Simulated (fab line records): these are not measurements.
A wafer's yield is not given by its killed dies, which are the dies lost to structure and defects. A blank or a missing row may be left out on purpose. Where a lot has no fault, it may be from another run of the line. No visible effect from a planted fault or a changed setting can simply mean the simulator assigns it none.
Code-filled problem report in 8D (eight disciplines) form ; flow gf180mcu ; the parts of the form that need people (team, actions taken, sign-off) are left out

## 1. PROBLEM STATEMENT
Wafers free of any fault read 1229 (standard deviation 20) for VT_IMPLANT_2_TW at GF_VT_IMPLANT_TW_MEAS_21, against a mean of 1094 on 6 wafers of 2 lots. That is -6.8 standard deviations from the usual mean.
The first sign was on wafer L437.1 at day 8 20:42, on film-metro-02. Wafers with a number at this step in the record: 39, from 13 lots. The rule behind "out" and "out of limits": a value lying over 4 standard deviations away from the usual mean. The other wafers with a number count as sound.

## 2. WHAT IT IS, WHAT IT ISN'T
question;is;is not
which readings at this step;VT_IMPLANT_2_TW;-
which lots;L437, L438;L428, L429, L430, L431, L443, L445, L446, L447, L448, L449, L450
which wafers of those lots;all that have a number;-
read on which gauges;film-metro-02;film-metro-01, film-metro-03
when;from day 8 20:42;"up to then (12 sound wafers); but 21 sound wafers of L443, L445, L446, L447, L448, L449, L450 came after"

## 3. WHAT RULES OUT EACH SUSPECT
Counting: a tool at a process step up to the reading stays a suspect if it ran every lot that is out and no sound lot after the first of them.
- ruled out: the gauge at GF_VT_IMPLANT_TW_MEAS_21. All the wafers that are out were read on film-metro-02, but those of them that GF_VT_IMPLANT_IMPLANT_19 has rows for are out there too, on other tools.
- plasma-asher-03 at GF_NWELL_STRIP_10 (strips in O2/N2): ruled out as a lasting fault. Sound lots L445, L447, L446, L450 ran on it after its first lot that is out, L437 (day 5 14:36).
- implanter-01 at GF_VT_IMPLANT_IMPLANT_19: ruled out as a lasting fault. Sound lots L446, L450 ran on it after its first lot that is out, L437 (day 8 20:27).
Left after counting: nothing in the record.

## 4. THE CAUSE (what the simulator had put in)
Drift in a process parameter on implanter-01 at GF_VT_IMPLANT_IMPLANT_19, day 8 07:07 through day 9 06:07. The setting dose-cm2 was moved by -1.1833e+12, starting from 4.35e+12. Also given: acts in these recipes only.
It was ruled out by counting, in error; the rule expects a fault to strike all lots run on its tool from its start on, and this fault did not.

## 5. THE EFFECT CHAIN, in route order
Each row: a reading where the mean over the struck wafers with a number is more than 3 standard deviations away from the usual. Scope: only readings with a usual standard deviation given in the record; hours: median across lots of the time from each lot's start at the first step in this table that gives one to its start at this step; sigmas: change in usual standard deviations.
hours;step;reading;usual;on struck wafers;change;sigmas
0;GF_VT_IMPLANT_IMPLANT_19;dose-ions-cm2;4.349e+12;3.166e+12;-1.183e+12;-99 or more
0;GF_VT_IMPLANT_IMPLANT_19;faraday-current-uA;24.5;17.9;-6.6;-13
0;GF_VT_IMPLANT_TW_MEAS_21;VT_IMPLANT_2_TW;1229;1094;-135;-6.8
Its process steps:
- GF_VT_IMPLANT_IMPLANT_19
Later steps that measure or inspect, where all struck wafers having a row at the step show a number for every such reading and not one has moved that far: GF_VT_IMPLANT_OVL_MEAS_40.

## 6. WHAT WOULD HAVE CAUGHT IT SOONER
Counted from the fault's start at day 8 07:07, it took 14 hours until the first out-of-limits reading at a measuring or inspecting step in this record, taken at day 8 20:42.
The tool's own readings at GF_VT_IMPLANT_IMPLANT_19 were out on every struck wafer that the step has a row for (dose-ions-cm2, faraday-current-uA): an alarm limit on them would have fired on the first of those.
